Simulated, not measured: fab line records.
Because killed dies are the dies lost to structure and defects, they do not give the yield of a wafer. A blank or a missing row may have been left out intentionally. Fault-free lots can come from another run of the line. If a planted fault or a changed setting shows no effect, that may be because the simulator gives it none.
A struck lot beside a sound one ; flow sky130 ; 15 out of 708 route steps
Sound: the wafers L578.2, L578.4, L578.5. Struck: wafers L593.2, L593.4, L593.5. At the end, the cause is stated.
Order at every step that has rows: each side's tool, ch and its chambers, its first start. Under that, the readings that differ: sound wafers ; struck wafers ; difference of the means ; sigmas: that difference in standard deviations of wafers without a fault.
alike: a reading whose means differ by less than 2 such deviations, as well as words and numbers matching on both sides. not compared: withheld readings; readings where some wafer has no value; bounds like >300 that might hide an equal value; numbers whose values overlap and for which the record gives no deviation.
A row with sigmas, a row that says differs or no value, or rows on one side alone: a step with any of these is where the two part. Numbers that have no deviation but don't overlap get no sigmas and don't part them. A reading missing from all wafers of one side parts the sides only when that side holds two or more wafers.

first, 1 step without rows for these wafers: SKY_VT_ADJUST_HVTP_DEVELOP_06 (develop time 60 s).
SKY_VT_ADJUST_HVTP_CD_MEAS_07: the cd target is 380 nm.
  struck on cd-sem-02, day 10 14:01; sound on cd-sem-01, day 6 08:53
  alike: cd-nm
SKY_VT_ADJUST_HVTP_OVL_MEAS_08:
  struck on overlay-01, day 10 14:07; sound on overlay-01, day 6 08:59
  alike: VT_ADJUST_HVTP_OVL
next, for these wafers, 1 step has no rows: SKY_VT_ADJUST_HVTP_IMPLANT_09.
SKY_VT_ADJUST_HVTP_STRIP_10: strips in O2/N2.
  sound on plasma-asher-03 ch 0,1, day 6 09:10; struck on plasma-asher-01 ch 0,1, day 10 14:18
  alike: drypump-motor-current-A, n2-flow-sccm, oes-product-au, strip-time-to-endpoint-s
  not compared: rf-hours-counter-h
SKY_VT_ADJUST_HVTP_TW_MEAS_11:
  struck on film-metro-02, day 10 14:25; sound on film-metro-02, day 6 09:17
  alike: VT_ADJUST_HVTP_TW
then, 6 steps without rows for these wafers: SKY_VT_ADJUST_LVTN_DEHYDRATE_00 (time 60 s); SKY_VT_ADJUST_LVTN_HMDS_01 (prime time 60 s); SKY_VT_ADJUST_LVTN_COAT_02 (resist thk 3000 nm); SKY_VT_ADJUST_LVTN_SOFTBAKE_03; SKY_VT_ADJUST_LVTN_EXPOSE_04 (exposes mask NWM COMPLEMENT LESS NATIVE, target cd 840 nm); SKY_VT_ADJUST_LVTN_PEB_05.
SKY_VT_ADJUST_LVTN_DEVELOP_06: develop time 60 s.
  sound on litho-track-02 ch 0, day 7 04:00; struck on litho-track-03 ch 0, day 11 13:00
reading;sound;struck;difference;sigmas
developer-temp-C (C);23.15 22.84 23.14;21.92 21.95 21.91;-1.12;-11
SKY_VT_ADJUST_LVTN_OVL_MEAS_07:
  struck on overlay-02, day 11 14:07; sound on overlay-01, day 7 04:37
  alike: VT_ADJUST_LVTN_OVL
next, for these wafers, 1 step has no rows: SKY_PAD_OPEN_PROBE_99.

## WHERE THEY PART
At SKY_VT_ADJUST_LVTN_DEVELOP_06 and nowhere else, as far as this record goes. Later steps at which nothing parts them and some readings are alike: SKY_VT_ADJUST_LVTN_OVL_MEAS_07.

WHY: what had been put in by the simulator
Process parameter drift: litho-track-03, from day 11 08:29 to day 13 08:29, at SKY_VT_ADJUST_LVTN_DEVELOP_06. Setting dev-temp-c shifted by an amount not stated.
